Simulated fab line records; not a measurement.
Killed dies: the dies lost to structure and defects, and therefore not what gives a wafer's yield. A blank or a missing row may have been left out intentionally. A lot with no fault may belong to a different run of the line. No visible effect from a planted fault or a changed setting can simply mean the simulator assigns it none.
Which tool was responsible? / flow gf180mcu / 42 wafers from 14 lots sampled at 5 of the route's 602 steps

## WHAT THE GAUGES READ, wafer by wafer
GF_MVSD_TW_MEAS_11. Usual: for MVSD_TW the level is 1572 and the standard deviation is 18.
lot=L181; measured=day 4 14:56; on=film-metro-04; MVSD_TW=1577 1594 1586; flag=
lot=L182; measured=day 4 20:20; on=film-metro-02; MVSD_TW=1557 1556 1553; flag=
lot=L183; measured=day 5 03:41; on=film-metro-04; MVSD_TW=1603 1592 1591; flag=
lot=L189; measured=day 6 20:22; on=film-metro-01; MVSD_TW=1576 1581 1584; flag=
lot=L190; measured=day 6 22:38; on=film-metro-02; MVSD_TW=1545 1539 1547; flag=
lot=L193; measured=day 7 13:35; on=film-metro-01; MVSD_TW=1560 1564 1567; flag=
lot=L194; measured=day 7 20:28; on=film-metro-01; MVSD_TW=1569 1565 1566; flag=
lot=L195; measured=day 8 02:28; on=film-metro-01; MVSD_TW=1571 1576 1575; flag=
lot=L196; measured=day 8 06:28; on=film-metro-04; MVSD_TW=1597 1577 1589; flag=
lot=L197; measured=day 8 13:59; on=film-metro-02; MVSD_TW=1552 1542 1557; flag=
lot=L198; measured=day 8 17:52; on=film-metro-02; MVSD_TW=1551 1539 1539; flag=
lot=L199; measured=day 8 23:40; on=film-metro-01; MVSD_TW=1570 1582 1575; flag=
lot=L201; measured=day 9 10:14; on=film-metro-04; MVSD_TW=1579 1588 1579; flag=
lot=L203; measured=day 9 19:32; on=film-metro-01; MVSD_TW=1575 1576 1575; flag=

GF_POLY_GATE_CD_MEAS_10: target cd 280 nm. Usual: 279.8 nm for cd-nm, sd 1.1.
lot=L181; measured=day 9 20:13; on=cd-sem-02; cd-nm (nm)=281.9 281.4 280.2; flag=
lot=L182; measured=day 9 20:31; on=cd-sem-01; cd-nm (nm)=277.8 277.4 278.8; flag=
lot=L183; measured=day 10 02:52; on=cd-sem-01; cd-nm (nm)=280.6 280.9 280.9; flag=
lot=L189; measured=day 12 00:37; on=cd-sem-01; cd-nm (nm)=275.9 274.8 276.2; flag=OFF
lot=L190; measured=day 12 02:54; on=cd-sem-02; cd-nm (nm)=275.8 277.0 273.9; flag=OFF
lot=L193; measured=day 12 23:07; on=cd-sem-02; cd-nm (nm)=279.2 279.4 279.1; flag=
lot=L194; measured=day 13 08:22; on=cd-sem-01; cd-nm (nm)=281.0 280.3 279.7; flag=
lot=L195; measured=day 13 15:04; on=cd-sem-01; cd-nm (nm)=280.0 279.7 278.8; flag=
lot=L196; measured=day 13 22:04; on=cd-sem-01; cd-nm (nm)=279.2 279.4 278.5; flag=
lot=L197; measured=day 14 07:48; on=cd-sem-02; cd-nm (nm)=277.8 279.4 279.6; flag=
lot=L198; measured=day 14 10:28; on=cd-sem-02; cd-nm (nm)=278.9 279.0 279.7; flag=
lot=L199; measured=day 14 18:49; on=cd-sem-01; cd-nm (nm)=280.3 282.9 280.8; flag=
lot=L201; measured=day 15 09:43; on=cd-sem-02; cd-nm (nm)=280.7 280.0 280.3; flag=
lot=L203; measured=day 15 20:34; on=cd-sem-01; cd-nm (nm)=280.2 279.7 280.3; flag=

GF_HV_LDD_CD_MEAS_19: target cd 400 nm. Usual: 399.7 nm for cd-nm, sd 1.9.
lot=L181; measured=day 11 10:56; on=cd-sem-02; cd-nm (nm)=396.3 397.6 396.5; flag=
lot=L182; measured=day 11 13:24; on=cd-sem-02; cd-nm (nm)=399.4 401.4 399.4; flag=
lot=L183; measured=day 11 17:31; on=cd-sem-01; cd-nm (nm)=402.7 401.5 404.3; flag=
lot=L189; measured=day 13 18:58; on=cd-sem-01; cd-nm (nm)=398.7 399.1 400.8; flag=
lot=L190; measured=day 13 22:13; on=cd-sem-02; cd-nm (nm)=399.3 400.6 399.9; flag=
lot=L193; measured=day 14 18:32; on=cd-sem-02; cd-nm (nm)=402.6 398.9 402.5; flag=
lot=L194; measured=day 15 05:59; on=cd-sem-02; cd-nm (nm)=399.8 400.0 400.9; flag=
lot=L195; measured=day 15 10:57; on=cd-sem-02; cd-nm (nm)=397.8 396.5 396.9; flag=
lot=L196; measured=day 15 19:51; on=cd-sem-01; cd-nm (nm)=398.4 398.4 397.1; flag=
lot=L197; measured=day 16 05:48; on=cd-sem-02; cd-nm (nm)=401.3 398.9 401.0; flag=
lot=L198; measured=day 16 08:08; on=cd-sem-02; cd-nm (nm)=402.0 400.7 401.8; flag=
lot=L199; measured=day 16 16:39; on=cd-sem-01; cd-nm (nm)=398.4 395.9 400.3; flag=
lot=L201; measured=day 17 10:51; on=cd-sem-02; cd-nm (nm)=398.6 397.9 397.8; flag=
lot=L203; measured=day 17 20:56; on=cd-sem-02; cd-nm (nm)=400.9 400.4 401.6; flag=

GF_HV_LDD_OVL_MEAS_32. Usual: for HV_LDD_02_OVL the level is -1.1 nm and the standard deviation is 1.5.
lot=L181; measured=day 12 06:56; on=overlay-01; HV_LDD_02_OVL (nm)=-0.9 0.2 0.2; flag=
lot=L182; measured=day 12 09:34; on=overlay-01; HV_LDD_02_OVL (nm)=0.5 -0.8 -3.1; flag=
lot=L183; measured=day 12 13:28; on=overlay-02; HV_LDD_02_OVL (nm)=-3.0 -2.7 -2.0; flag=
lot=L189; measured=day 14 16:27; on=overlay-01; HV_LDD_02_OVL (nm)=-2.1 -2.0 0.1; flag=
lot=L190; measured=day 14 20:02; on=overlay-02; HV_LDD_02_OVL (nm)=1.3 -0.1 1.6; flag=
lot=L193; measured=day 15 16:09; on=overlay-01; HV_LDD_02_OVL (nm)=1.2 -0.3 0.4; flag=
lot=L194; measured=day 16 04:30; on=overlay-01; HV_LDD_02_OVL (nm)=-2.2 -2.7 -0.2; flag=
lot=L195; measured=day 16 09:46; on=overlay-02; HV_LDD_02_OVL (nm)=-4.0 -3.4 -4.6; flag=
lot=L196; measured=day 16 18:32; on=overlay-01; HV_LDD_02_OVL (nm)=-0.6 -0.7 -0.7; flag=
lot=L197; measured=day 17 04:38; on=overlay-01; HV_LDD_02_OVL (nm)=-0.7 -2.0 -1.1; flag=
lot=L198; measured=day 17 07:32; on=overlay-01; HV_LDD_02_OVL (nm)=0.8 -0.1 -1.2; flag=
lot=L199; measured=day 17 15:25; on=overlay-01; HV_LDD_02_OVL (nm)=-1.1 0.3 -1.3; flag=
lot=L201; measured=day 18 10:23; on=overlay-01; HV_LDD_02_OVL (nm)=-0.2 -0.5 -1.2; flag=
lot=L203; measured=day 18 20:39; on=overlay-01; HV_LDD_02_OVL (nm)=-3.8 0.2 -1.9; flag=

## TOOL THAT RAN EACH LOT (tool first, then ch and the chambers of the sampled wafers, then the start)
lot=L181; GF_POLY_GATE_PEB_08=litho-track-02 ch 0, day 9 19:53
lot=L182; GF_POLY_GATE_PEB_08=litho-track-02 ch 0, day 9 20:10
lot=L183; GF_POLY_GATE_PEB_08=litho-track-03 ch 0, day 10 02:31
lot=L189; GF_POLY_GATE_PEB_08=litho-track-03 ch 0, day 12 00:17
lot=L190; GF_POLY_GATE_PEB_08=litho-track-03 ch 0, day 12 02:33
lot=L193; GF_POLY_GATE_PEB_08=litho-track-01 ch 0, day 12 22:47
lot=L194; GF_POLY_GATE_PEB_08=litho-track-01 ch 0, day 13 08:02
lot=L195; GF_POLY_GATE_PEB_08=litho-track-02 ch 0, day 13 14:43
lot=L196; GF_POLY_GATE_PEB_08=litho-track-01 ch 0, day 13 21:43
lot=L197; GF_POLY_GATE_PEB_08=litho-track-03 ch 0, day 14 07:27
lot=L198; GF_POLY_GATE_PEB_08=litho-track-01 ch 0, day 14 10:08
lot=L199; GF_POLY_GATE_PEB_08=litho-track-02 ch 0, day 14 18:28
lot=L201; GF_POLY_GATE_PEB_08=litho-track-02 ch 0, day 15 09:22
lot=L203; GF_POLY_GATE_PEB_08=litho-track-01 ch 0, day 15 20:14
- GF_POLY_GATE_PEB_08: peb time 90 s.

## AS READ BY THE TOOLS THEMSELVES (means over the sampled wafers that have a number; for cases with no such wafer, the mark the record gives instead)
The record holds no such reading with a usual standard deviation.

## THE ANSWER, worked out from the rows above alone
Rule: a lot counts as off when the mean over its wafers that have a number is more than 3 standard deviations away from the usual mean. A lot without any number at a reading at which 4 lots or more have one is off too. Where the step has rows for the other lots, those lots are counted as sound. Order of review: gauges by route order, followed by the tools' own readings, for which a lot's mean as printed above is used. The first step at which some lot is off is used, and at that step the reading that is off furthest; a lot without a number counts as furthest.
Off: L189, L190 (GF_POLY_GATE_CD_MEAS_10, cd-nm).
A tool fits if, at a process step before that reading, it ran every lot that is off, and no sound lot after the first of them. Gauges at GF_POLY_GATE_CD_MEAS_10: tried the same way as those tools. None of those tried fits.

## WHAT THE SIMULATOR PUT IN
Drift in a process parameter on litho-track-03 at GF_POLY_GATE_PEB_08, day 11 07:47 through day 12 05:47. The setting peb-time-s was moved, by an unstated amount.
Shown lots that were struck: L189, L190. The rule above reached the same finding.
